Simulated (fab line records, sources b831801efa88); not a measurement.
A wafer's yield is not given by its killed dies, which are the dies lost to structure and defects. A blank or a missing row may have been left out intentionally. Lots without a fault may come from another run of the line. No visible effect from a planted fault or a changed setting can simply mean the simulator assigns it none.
fab line records | flow gf180mcu
[record] lots = 11 wafers = 33 last_day = 34
route steps=602 shown V2@404 V3@433 M4@458
lots untouched by any fault: they come from a run of this same line in which no faults occurred
start_h: start of the lot's first displayed wafer, in hours after the record's first day | wait_h: hours elapsed since this lot's preceding step | " the same as in the row above | L1.1+2: a row that stands for several wafers | - no value present, or no start provided | * or withheld: withheld | < > ~ a bound
route shown NAME@n: names a module that has steps shown in the file, with the first one's number in the route | usual: mean and standard deviation over wafers with no fault | same: alike in all rows | chamber/n: place in a boat | sites: readings site by site | _std_site: the values' standard deviation | _edge_site: inner sites' mean taken away from outer sites' mean | radius_mm: how far each site lies from the wafer's centre | mask NAME#n: copy n | behind: the most recent tool/chamber to have shaped the wafer | hold: why the lot went on hold/how many hours it stayed there/how the hold came to an end | device: whichever transistor did not switch (one of n, p or np) | end of line: tests run on the same wafers once the route is complete | step lacking rows: just its recipe | killed: count of dies lost to structure and defects at first sort (not the wafer's yield) | map: shows each die of a wafer: x if killed, . if not, _ if none is there
set.NAME: the run value of the setting; set.NAME@STEP: its run value at that earlier step | model.NAME: the simulator's own value behind a step, which no gauge read
a sample of lots followed through the steps of the route, with each step as a table and each wafer as a row
services: from which hour (start_h, from the record's first day; less than 0 if before it) a tool's chamber was out of use, for how many hours, and why
[[steps]]
[step GF_V2_SPUTTER_22]
[recipe] material = TiN target_thk_nm = 10 chamber_pressure_pa = 5 power_w = 4000 time_s = 40
[usual] throttle_valve_pct = 29.8/0.86
// columns lot.wafer tool chamber start_h wait_h throttle_valve_pct
L742.1 pvd_sputter-01 - 494.39 0.0 30.5
L742.3 " - " " 29.0
L742.5 " - " " 30.3
L744.2 pvd_sputter-02 - 509.79 0.0 31.1
L744.3 " - " " 29.4
L744.5 " - " " 29.4
L745.1 pvd_sputter-01 - 516.01 0.0 28.9
L745.2 " - " " 30.5
L745.4 " - " " 30.4
L749.3 pvd_sputter-01 - 550.94 0.0 28.9
L749.4 " - " " 30.5
L749.6 " - " " 29.2
L750.1 pvd_sputter-01 - 562.65 0.0 29.0
L750.4 " - " " 30.6
L750.6 " - " " 30.2
L751.2 pvd_sputter-04 - 568.22 0.0 31.0
L751.3 " - " " 29.7
L751.4 " - " " 30.2
L756.3 pvd_sputter-02 - 620.29 0.0 29.3
L756.4 " - " " 30.9
L756.5 " - " " 29.3
L759.1 pvd_sputter-02 - 634.89 0.0 28.0
L759.2 " - " " 29.3
L759.6 " - " " 30.9
L761.3 pvd_sputter-01 - 644.99 0.0 30.3
L761.5 " - " " 30.5
L761.6 " - " " 30.3
L760.2 pvd_sputter-01 - 646.76 0.0 29.1
L760.5 " - " " 30.3
L760.6 " - " " 30.3
L762.3 pvd_sputter-02 - 653.39 0.0 29.4
L762.4 " - " " 28.1
L762.5 " - " " 29.4
[step GF_V3_CMP_04]
[recipe] material = SiO2 down_force_psi = 4 platen_rpm = 60 pad_velocity_m_s = 0.94248
[usual] motor_current_A = 12.0/1.5 time_to_endpoint_s = 83/6.2
// columns lot.wafer tool chamber start_h wait_h motor_current_A time_to_endpoint_s
L742.3 cmp-02 2 520.15 0.1 14.2 73
L742.1 " 3 " " 12.5 74
L742.5 " 2 " " 14.5 79
L744.2 cmp-01 0 535.21 0.1 11.5 86
L744.3 " 1 " " 12.1 80
L744.5 " 2 " " 13.9 92
L745.1 cmp-02 1 541.27 0.1 10.1 89
L745.2 " 2 " " 13.9 79
L745.4 " 0 " " 10.9 91
L749.4 cmp-02 2 576.28 1.1 13.9 82
L749.3 " 3 " " 13.7 91
L749.6 " 3 " " 12.6 93
L750.4 cmp-02 2 585.32 0.2 13.6 84
L750.1 " 3 " " 12.6 79
L750.6 " 0 " " 11.4 79
L751.3 cmp-02 2 592.25 0.0 13.6 81
L751.4 " 3 " " 12.7 80
L751.2 " 1 " " 9.6 81
L756.4 cmp-01 1 643.41 0.0 12.5 86
L756.3 " 3 " " 11.0 79
L756.5 " 1 " " 11.9 79
L759.1 cmp-01 2 657.30 0.1 13.5 76
L759.2 " 3 " " 11.9 84
L759.6 " 1 " " 12.4 80
L761.3 cmp-02 1 667.04 0.3 9.6 84
L761.5 " 1 " " 10.0 92
L761.6 " 2 " " 14.0 82
L760.2 cmp-02 1 668.85 0.3 9.8 87
L760.5 " 0 " " 10.9 86
L760.6 " 1 " " 9.7 84
L762.3 cmp-01 3 674.39 0.1 11.3 75
L762.4 " 0 " " 11.4 88
L762.5 " 2 " " 13.6 84
[step GF_V3_STRIP_18]
[recipe] chemistry = O2/N2 power_w = 1400 pressure_mtorr = 1500 platen_temp_c = 250 o2_flow_sccm = 3000 n2_flow_sccm = 300 overash_fraction = 0.5
[usual] drypump_motor_current_A = 5.71/0.25 heater_power_w = 335/35 oes_product_au = 0.592/0.0055
[same] overash_fraction = 0.5
// columns lot.wafer tool chamber start_h wait_h drypump_motor_current_A heater_power_w oes_product_au rf_hours_counter_h
L742.1 plasma_asher-04 0 543.47 - 5.34 356 0.586 94
L742.3 " 1 " " 6.22 326 0.590 -
L742.5 " 1 " " 6.24 316 0.584 -
L744.2 plasma_asher-02 0 558.61 - 5.82 363 0.595 38
L744.3 " 0 " " 5.81 360 0.588 -
L744.5 " 0 " " 5.82 352 0.590 -
L745.1 plasma_asher-02 0 564.77 - 5.83 357 0.587 39
L745.2 " 1 " " 5.53 265 0.598 39
L745.4 " 0 " " 5.84 348 0.590 -
L749.3 plasma_asher-02 0 598.49 - 5.81 355 0.589 -
L749.4 " 1 " " 5.54 257 0.592 -
L749.6 " 0 " " 5.82 350 0.589 -
L750.1 plasma_asher-04 0 607.54 - 5.32 356 0.596 101
L750.4 " 1 " " 6.21 310 0.591 -
L750.6 " 1 " " 6.21 318 0.600 -
L751.2 plasma_asher-01 1 613.97 - 5.68 368 0.585 19
L751.3 " 0 " " 5.64 334 0.583 -
L751.4 " 1 " " 5.69 360 0.582 -
L756.3 plasma_asher-01 0 663.85 - 5.67 344 0.593 -
L756.4 " 1 " " 5.68 362 0.602 -
L756.5 " 0 " " 5.65 342 0.600 -
L759.1 plasma_asher-04 0 676.41 - 5.32 366 0.590 107
L759.2 " 1 " " 6.23 321 0.585 107
L759.6 " 0 " " 5.33 358 0.583 -
L761.3 plasma_asher-04 0 687.00 - 5.33 360 0.593 -
L761.5 " 1 " " 6.22 313 0.596 -
L761.6 " 0 " " 5.32 354 0.597 -
L760.2 plasma_asher-01 0 689.06 - 5.65 340 0.589 27
L760.5 " 0 " " 5.67 346 0.601 -
L760.6 " 1 " " 5.68 369 0.583 -
L762.3 plasma_asher-01 1 694.23 - 5.69 362 0.590 -
L762.4 " 0 " " 5.63 335 0.596 -
L762.5 " 1 " " 5.68 366 0.591 -
[step GF_M4_SPUTTER_02]
[recipe] material = AlCu target_thk_nm = 450 power_w = 10600 time_s = 23.9 chamber_pressure_pa = 0.4
[usual] throttle_valve_pct = 30.1/1
// columns lot.wafer tool chamber start_h wait_h throttle_valve_pct
L742.1 pvd_sputter-03 - 544.86 0.0 29.8
L742.3 " - " " 31.9
L742.5 " - " " 31.8
L744.2 pvd_sputter-03 - 560.22 0.0 31.8
L744.3 " - " " 29.8
L744.5 " - " " 30.0
L745.1 pvd_sputter-03 - 566.13 0.0 32.0
L745.2 " - " " 30.2
L745.4 " - " " 29.8
L749.3 pvd_sputter-03 - 600.00 0.0 30.4
L749.4 " - " " 30.0
L749.6 " - " " 30.0
L750.1 pvd_sputter-04 - 608.90 0.0 29.2
L750.4 " - " " 29.7
L750.6 " - " " 30.0
L751.2 pvd_sputter-03 - 615.33 0.0 30.2
L751.3 " - " " 30.6
L751.4 " - " " 30.0
L756.3 pvd_sputter-03 - 665.18 0.0 30.7
L756.4 " - " " 30.3
L756.5 " - " " 32.0
L759.1 pvd_sputter-03 - 677.80 0.0 30.1
L759.2 " - " " 32.3
L759.6 " - " " 31.8
L761.3 pvd_sputter-04 - 688.53 0.0 29.1
L761.5 " - " " 29.0
L761.6 " - " " 29.8
L760.2 pvd_sputter-02 - 690.45 0.0 28.3
L760.5 " - " " 28.2
L760.6 " - " " 31.1
L762.3 pvd_sputter-04 - 695.68 0.0 29.0
L762.4 " - " " 29.8
L762.5 " - " " 30.1
[step GF_M4_RS_MEAS_05]
[recipe] thk_meas_gauge = four-point-probe reads = TiN_of_M4_SPUTTER_04+Ti_of_M4_SPUTTER_03+AlCu_of_M4_SPUTTER_02+TiN_of_M4_SPUTTER_01+Ti_of_M4_SPUTTER_00
[usual] M4_ALCU_RS = 0.0690/0.00079
// columns lot.wafer tool chamber start_h wait_h M4_ALCU_RS[ohm/sq]
L742.1 film_metro-02 - 544.95 0.0 0.0701
L742.3 " - " " 0.0687
L742.5 " - " " 0.0686
L744.2 film_metro-03 - 560.33 0.0 0.0686
L744.3 " - " " 0.0693
L744.5 " - " " 0.0693
L745.1 film_metro-02 - 566.22 0.0 0.0682
L745.2 " - " " 0.0684
L745.4 " - " " 0.0695
L749.3 film_metro-03 - 600.14 0.1 0.0689
L749.4 " - " " 0.0687
L749.6 " - " " 0.0695
L750.1 film_metro-03 - 608.99 0.0 0.0671
L750.4 " - " " 0.0677
L750.6 " - " " 0.0693
L751.2 film_metro-02 - 615.44 0.0 0.0694
L751.3 " - " " 0.0694
L751.4 " - " " 0.0694
L756.3 film_metro-03 - 665.31 0.1 0.0757
L756.4 " - " " 0.0760
L756.5 " - " " 0.0743
L759.1 film_metro-03 - 677.89 0.0 0.0755
L759.2 " - " " 0.0736
L759.6 " - " " 0.0737
L761.3 film_metro-02 - 688.75 0.1 0.0684
L761.5 " - " " 0.0686
L761.6 " - " " 0.0699
L760.2 film_metro-02 - 690.56 0.0 0.0686
L760.5 " - " " 0.0682
L760.6 " - " " 0.0695
L762.3 film_metro-02 - 695.90 0.1 0.0677
L762.4 " - " " 0.0703
L762.5 " - " " 0.0706
[step GF_M4_THK_MEAS_06]
[recipe] thk_meas_gauge = xrf reads = AlCu_of_M4_SPUTTER_02
[usual] M4_ALCU_THK = 447/5
// columns lot.wafer tool chamber start_h wait_h M4_ALCU_THK[nm]
L742.1 film_metro-02 - 545.07 0.1 441
L742.3 " - " " 449
L742.5 " - " " 450
L744.2 film_metro-03 - 560.44 0.1 449
L744.3 " - " " 445
L744.5 " - " " 444
L745.1 film_metro-02 - 566.34 0.1 452
L745.2 " - " " 448
L745.4 " - " " 443
L749.3 film_metro-03 - 600.24 0.1 451
L749.4 " - " " 448
L749.6 " - " " 443
L750.1 film_metro-03 - 609.11 0.1 460
L750.4 " - " " 456
L750.6 " - " " 444
L751.2 film_metro-02 - 615.55 0.1 444
L751.3 " - " " 445
L751.4 " - " " 445
L756.3 film_metro-03 - 665.41 0.1 407
L756.4 " - " " 405
L756.5 " - " " 413
L759.1 film_metro-03 - 678.01 0.1 407
L759.2 " - " " 421
L759.6 " - " " 418
L761.3 film_metro-02 - 688.85 0.1 455
L761.5 " - " " 455
L761.6 " - " " 446
L760.2 film_metro-02 - 690.67 0.1 450
L760.5 " - " " 455
L760.6 " - " " 448
L762.3 film_metro-02 - 696.00 0.1 457
L762.4 " - " " 439
L762.5 " - " " 437
[[services]]
// columns tool chamber start_h hours kind
pvd_sputter-04 - 474.13 15.2 repair
plasma_asher-04 - 475.49 7.3 repair
pvd_sputter-04 - 491.82 46.0 repair
plasma_asher-01 - 492.92 2.5 repair
cmp-01 - 522.64 5.2 repair
pvd_sputter-02 - 544.95 2.5 repair
cmp-01 - 555.61 18.9 pm
plasma_asher-02 - 568.02 2.5 repair
plasma_asher-01 - 569.17 10.5 repair
cmp-02 - 572.28 4.0 pm
plasma_asher-04 - 575.52 1.8 repair
cmp-01 - 583.67 2.0 repair
cmp-01 - 589.59 3.7 repair
cmp-01 - 602.11 1.7 repair
cmp-02 - 603.08 0.3 repair
cmp-01 - 603.60 2.1 repair
cmp-01 - 608.18 0.6 repair
cmp-02 - 634.53 10.5 repair
pvd_sputter-04 - 639.50 18.9 repair
cmp-01 - 645.20 5.0 pm
cmp-01 - 647.58 1.3 repair
plasma_asher-04 - 651.23 20.7 repair
pvd_sputter-03 - 681.14 3.3 repair
plasma_asher-01 - 689.18 4.3 pm
[[key]]
[first_sign] step = GF_M4_RS_MEAS_05 reading = M4_ALCU_RS direction = up sigmas = 7.3 usual = 0.0690 struck = 0.0748
[effect] step = GF_M4_THK_MEAS_06 reading = M4_ALCU_THK direction = down sigmas = 7 usual = 447 struck = 412
met_at GF_M4_SPUTTER_02
struck_lots L756,L759
not_acting_at GF_V2_SPUTTER_22,GF_V3_CMP_04,GF_V3_STRIP_18
onset_between 615.33 665.18
[fault] kind = process_parameter_drift tool = pvd_sputter-03 chamber = - onset_h = 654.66 steps = GF_M4_SPUTTER_02 channel = time_s offset = * shape = step end_h = 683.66 acts_in = * stated = *
